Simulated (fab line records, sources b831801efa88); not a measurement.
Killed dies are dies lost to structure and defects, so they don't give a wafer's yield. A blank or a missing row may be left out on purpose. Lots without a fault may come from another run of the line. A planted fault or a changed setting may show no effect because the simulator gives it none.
Problem report in the 8D (eight disciplines) form, filled by code | flow gf180mcu | the parts of the form that need people (team, actions taken, sign-off) are left out

1. THE PROBLEM
exposure_dose_mJ_cm2 at GF_V1_EXPOSE_11 reads a mean of 37.73 on 5 wafers of 2 lots; wafers without a fault read 38.01 with a standard deviation of 0.038. That is -7.3 standard deviations from the usual mean.
The step: exposes mask Via1, target cd 260 nm.
First seen on wafer L980.1, day 24 05:36, on krf_scanner-01. The record holds 17 wafers of 6 lots with a number at this step. Rule for "out", or "out of limits": more than 4 standard deviations from the usual mean. The other wafers with a number count as sound.

2. WHAT IT IS AND WHAT IT IS NOT
question                    | is                     | is not
which readings at this step | exposure_dose_mJ_cm2   | reticle_temp_C
which lots                  | L980, L983             | L963, L964, L982, L985
which wafers of those lots  | all that have a number | -
read on which tools         | krf_scanner-01         | krf_scanner-02
when                        | from day 24 05:36      | up to then (6 sound wafers); but 6 sound wafers of L982, L985 came after

3. SUSPECTS, AND WHAT RULES EACH OUT
Counting: a tool at a process step up to the reading stays a suspect if it ran every lot that is out and no sound lot after the first of them.
- pecvd-03 at GF_V1_CVD_02 (deposits SiO2 from TEOS, target thk 850 nm, time 94.851 s): ruled out as a lasting fault. Sound lots L982 ran on it after its first lot that is out, L980 (day 23 16:41).
- cmp-01 at GF_V1_CMP_04 (polishes SiO2): kept. It ran every lot that is out, first L980 (day 23 16:55), and no sound lot after that.
- krf_scanner-01 at GF_V1_EXPOSE_11 (exposes mask Via1, target cd 260 nm): kept. It ran every lot that is out, first L980 (day 24 05:36), and no sound lot after that; its last sound lot up to then is L963 (day 17 17:46). Its own readings are out on those wafers: exposure_dose_mJ_cm2.
Left after counting: cmp-01 at GF_V1_CMP_04, krf_scanner-01 at GF_V1_EXPOSE_11.

4. THE CAUSE (what the simulator had put in)
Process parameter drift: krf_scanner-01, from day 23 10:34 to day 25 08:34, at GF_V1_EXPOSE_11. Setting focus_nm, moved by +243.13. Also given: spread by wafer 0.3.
Counting left 2 suspects, and this tool is among them.

5. THE CHAIN OF EFFECTS, in route order
Each row: a reading whose mean over the struck wafers that have a number lies more than 3 standard deviations from the usual. Only readings for which the record gives a usual standard deviation are gone through. hours: the time from each lot's start at the first step in this table that gives one to its start at this step, as a median over the lots. sigmas: the change in usual standard deviations.
hours | step            | reading              | usual | on struck wafers | change | sigmas
0     | GF_V1_EXPOSE_11 | exposure_dose_mJ_cm2 | 38.01 | 37.73            | -0.28  | -7.3
The process steps in it:
- GF_V1_EXPOSE_11: exposes mask Via1, target cd 260 nm.
Later measuring or inspecting steps at which every struck wafer that the step has a row for has a number for every such reading, and none has moved that far: GF_V1_CD_MEAS_14, GF_V1_OVL_MEAS_15.

6. WHAT WOULD HAVE CAUGHT IT SOONER
In this record the first reading out of limits was taken at day 24 05:36, 19 hours after the fault began at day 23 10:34.
